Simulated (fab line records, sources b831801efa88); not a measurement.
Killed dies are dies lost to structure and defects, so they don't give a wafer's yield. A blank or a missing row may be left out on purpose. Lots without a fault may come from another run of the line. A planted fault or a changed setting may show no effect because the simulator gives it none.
Which tool did it? | flow sky130 | 12 lots, 36 wafers sampled, at 1 step of a route of 708

WHAT THE GAUGES READ, wafer by wafer
SKY_VIA1_CD_MEAS_12: target cd 150 nm.
lot  | measured     | on        | cd_nm (nm)
L075 | day 34 16:25 | cd_sem-02 | 150.8 152.3 151.3
L077 | day 35 12:00 | cd_sem-01 | 148.3 149.7 149.4
L079 | day 35 23:56 | cd_sem-02 | 152.0 153.0 154.4
L082 | day 36 18:27 | cd_sem-02 | 147.8 147.8 148.1
L083 | day 37 05:55 | cd_sem-02 | 147.2 147.6 148.3
L085 | day 37 16:25 | cd_sem-01 | 149.7 150.4 150.4
L087 | day 38 09:18 | cd_sem-02 | 152.1 151.0 151.5
L089 | day 39 04:06 | cd_sem-01 | 150.7 150.6 151.3
L091 | day 39 13:58 | cd_sem-01 | 149.2 148.2 148.2
L093 | day 40 01:35 | cd_sem-02 | 150.1 150.5 151.1
L095 | day 40 21:08 | cd_sem-01 | 150.4 148.5 150.2
L097 | day 41 14:55 | cd_sem-02 | 149.7 150.4 152.5

WHICH TOOL RAN EACH LOT (tool, then ch and the chambers of the sampled wafers, then the start)
The record holds no process step before these readings.

THE ANSWER, worked out from the rows above alone
Rule: what is usual is taken from the lots themselves. Put in order of their means at a reading, lots are off if they are a third of the lots or fewer, leave a main group of 4 or more, and stand apart from it by a gap of 3 or more times the standard deviation of the main group's means; of several such gaps the widest counts. A main group whose means are all the same, to the digits that the tables above print for the reading, isn't used. A lot without any number at a reading at which 4 lots or more have one is off too. The other lots that the step has rows for count as sound.
No lot is off at any reading shown: from this, nothing can be told.

WHAT THE SIMULATOR HAD PUT IN
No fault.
